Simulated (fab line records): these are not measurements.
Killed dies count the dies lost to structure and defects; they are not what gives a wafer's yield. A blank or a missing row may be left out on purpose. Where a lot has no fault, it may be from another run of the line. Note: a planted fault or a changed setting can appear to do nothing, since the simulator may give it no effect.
A lot that was struck, set against a sound lot | flow sky130 | 43 steps out of a route of 708
Sound: the wafers L442.3, L442.4, L442.6. The struck wafers were L452.1, L452.5, L452.6. Last of all comes the cause.
Order at every step that has rows: each side's tool, ch and its chambers, its first start. Under that, the readings that differ: sound wafers | struck wafers | difference of the means | sigmas: that difference in standard deviations of wafers without a fault.
alike: a reading whose means differ by less than 2 such deviations, as well as words and numbers matching on both sides. not compared: withheld readings; readings where some wafer has no value; bounds like >300 that might hide an equal value; numbers whose values overlap and for which the record gives no deviation.
The two part at a step that has a row with sigmas, a row that says differs or no value, or rows on one side only. Numbers that have no deviation but don't overlap get no sigmas and don't part them. Lack of a reading on every wafer of one side parts them only where that side has two or more wafers.

SKY_LDD_HVN_OVL_MEAS_07:
  sound: overlay-01 at day 22 10:07; struck: overlay-01 at day 26 09:45
  alike: LDD_HVN_OVL
next, for these wafers, 1 step has no rows: SKY_LDD_HVN_IMPLANT_08.
SKY_LDD_HVN_STRIP_09: strips in O2/N2.
  sound on plasma_asher-01 ch 0,1, day 22 10:19; struck on plasma_asher-01 ch 0,1, day 26 09:56
  alike: drypump_motor_current_A, oes_product_au, strip_time_to_endpoint_s
  not compared: rf_hours_counter_h
SKY_LDD_HVN_TW_MEAS_10:
  sound: film_metro-01 at day 22 10:25; struck: film_metro-02 at day 26 10:02
  alike: LDD_HVN_TW
then, 7 steps without rows for these wafers: SKY_LDD_HVP_DEHYDRATE_00 (time 60 s); SKY_LDD_HVP_HMDS_01 (prime time 60 s); SKY_LDD_HVP_COAT_02 (resist thk 300 nm); SKY_LDD_HVP_SOFTBAKE_03 (time 60 s); SKY_LDD_HVP_EXPOSE_04 (exposes mask HVPTM, target cd 700 nm); SKY_LDD_HVP_PEB_05; SKY_LDD_HVP_DEVELOP_06 (develop time 60 s).
SKY_LDD_HVP_OVL_MEAS_07:
  sound: overlay-01 at day 23 16:08; struck: overlay-02 at day 27 15:12
  alike: LDD_HVP_OVL
SKY_LDD_HVP_IMPLANT_08:
  sound on implanter-04 ch 0, day 23 16:12; struck on implanter-04 ch 0, day 27 15:14
  alike: faraday_current_uA
SKY_LDD_HVP_STRIP_09: strips in O2/N2.
  sound on plasma_asher-02 ch 0,1, day 23 16:20; struck on plasma_asher-02 ch 0,1, day 27 15:23
  alike: drypump_motor_current_A, oes_product_au, strip_time_to_endpoint_s
  not compared: rf_hours_counter_h
SKY_LDD_HVP_TW_MEAS_10:
  sound: film_metro-02 at day 23 16:25; struck: film_metro-02 at day 27 15:29
  alike: LDD_HVP_TW
then, 7 steps without rows for these wafers: SKY_LDD_LDN_DEHYDRATE_00 (time 60 s); SKY_LDD_LDN_HMDS_01 (prime time 60 s); SKY_LDD_LDN_COAT_02 (resist thk 1148 nm); SKY_LDD_LDN_SOFTBAKE_03 (time 60 s); SKY_LDD_LDN_EXPOSE_04 (exposes mask LDNTM, target cd 700 nm); SKY_LDD_LDN_PEB_05; SKY_LDD_LDN_DEVELOP_06 (develop time 60 s).
SKY_LDD_LDN_OVL_MEAS_07:
  sound: overlay-01 at day 24 22:03; struck: overlay-02 at day 28 18:43
  alike: LDD_LDN_OVL
then, 4 steps without rows for these wafers: SKY_LDD_LDN_IMPLANT_08; SKY_LDD_LDN_IMPLANT_09; SKY_LDD_LDN_IMPLANT_10; SKY_LDD_LDN_IMPLANT_11.
SKY_LDD_LDN_STRIP_12: strips in O2/N2.
  sound on plasma_asher-03 ch 0,1, day 24 22:43; struck on plasma_asher-04 ch 0,1, day 28 19:21
  reading                      | sound                | struck               | difference | sigmas
  strip_time_to_endpoint_s (s) | 14.255 14.280 14.283 | 14.196 14.196 14.231 | -0.065     | -2
  alike: drypump_motor_current_A, oes_product_au
  not compared: rf_hours_counter_h
SKY_LDD_LDN_TW_MEAS_13:
  sound: film_metro-02 at day 24 22:48; struck: film_metro-04 at day 28 19:27
  alike: LDD_LDN_TW
then, 2 steps without rows for these wafers: SKY_LDD_LDN_CLEAN_14 (cleans in SC1/SC2, time 150 s); SKY_SPACER_CVD_00 (deposits Si3N4 from DCS/NH3, target thk 43.1 nm, time 740 s).
SKY_SPACER_THK_MEAS_01:
  sound: film_metro-04 at day 25 00:21; struck: film_metro-03 at day 28 21:58
  alike: SPACER_CVD_00_THK
SKY_SPACER_ETCHBACK_02: etches Si3N4 in CH3F/O2, stops on SiO2, time 46.7 s, target depth 45 nm.
  sound on rie_diel-01 ch 1,2, day 25 00:23; struck on rie_diel-01 ch 1,2, day 28 22:01
  alike: drypump_motor_current_A, oes_product_au, rf_fwd_power_W, throttle_valve_pct
  not compared: rf_hours_counter_h
then, 8 steps without rows for these wafers: SKY_POLY_CUT_DEHYDRATE_00 (time 60 s); SKY_POLY_CUT_HMDS_01 (prime time 60 s); SKY_POLY_CUT_COAT_02 (resist thk 60 nm); SKY_POLY_CUT_COAT_03 (resist thk 450 nm); SKY_POLY_CUT_SOFTBAKE_04 (time 90 s); SKY_POLY_CUT_EXPOSE_05 (exposes mask NPCM, target cd 270 nm); SKY_POLY_CUT_PEB_06; SKY_POLY_CUT_DEVELOP_07 (develop time 60 s).
SKY_POLY_CUT_CD_MEAS_08 targets a cd of 270 nm.
  sound: cd_sem-02 at day 26 05:18; struck: cd_sem-01 at day 30 02:14
  reading    | sound             | struck            | difference | sigmas
  cd_nm (nm) | 271.5 272.6 270.5 | 266.6 269.0 268.3 | -3.6       | -3
-- record jumps: 20 days separate the struck wafers' starts on either side; left off in module POLY_CUT, taken up again in module PAD_OPEN, whose first shown step is the route's number 708 --
SKY_PAD_OPEN_PROBE_99:
  sound: prober-01 at day 47 07:29; struck: prober-02 at day 49 22:07
  reading                                        | sound               | struck               | difference | sigmas
  model.etest.tip_p_5v.rs_ohm_sq                 | 2903 2898 2904      | 3017 3024 3042       | +126       |
  model.etest.tip_p_5v.rs_ohm_sq_range           | 70.37 69.04 74.78   | 166.6 175.9 215      | +114.4     |
  model.etest.tip_p_5v.rs_ohm_sq_rim_less_centre | 0.2787 2.583 -22.51 | -59.91 -81.69 -52.66 | -58.20     |
  alike: killed_at_M0_to_M3, killed_at_M4_up, killed_at_contacts, killed_at_front_end, killed_at_other, killed_dies, killed_open, killed_short

== WHERE THEY PART ==
Earliest at SKY_LDD_LDN_STRIP_12; latest, in this record, at SKY_POLY_CUT_CD_MEAS_08. Later steps at which nothing parts them and some readings are alike: SKY_PAD_OPEN_PROBE_99.

WHY: what had been put in by the simulator
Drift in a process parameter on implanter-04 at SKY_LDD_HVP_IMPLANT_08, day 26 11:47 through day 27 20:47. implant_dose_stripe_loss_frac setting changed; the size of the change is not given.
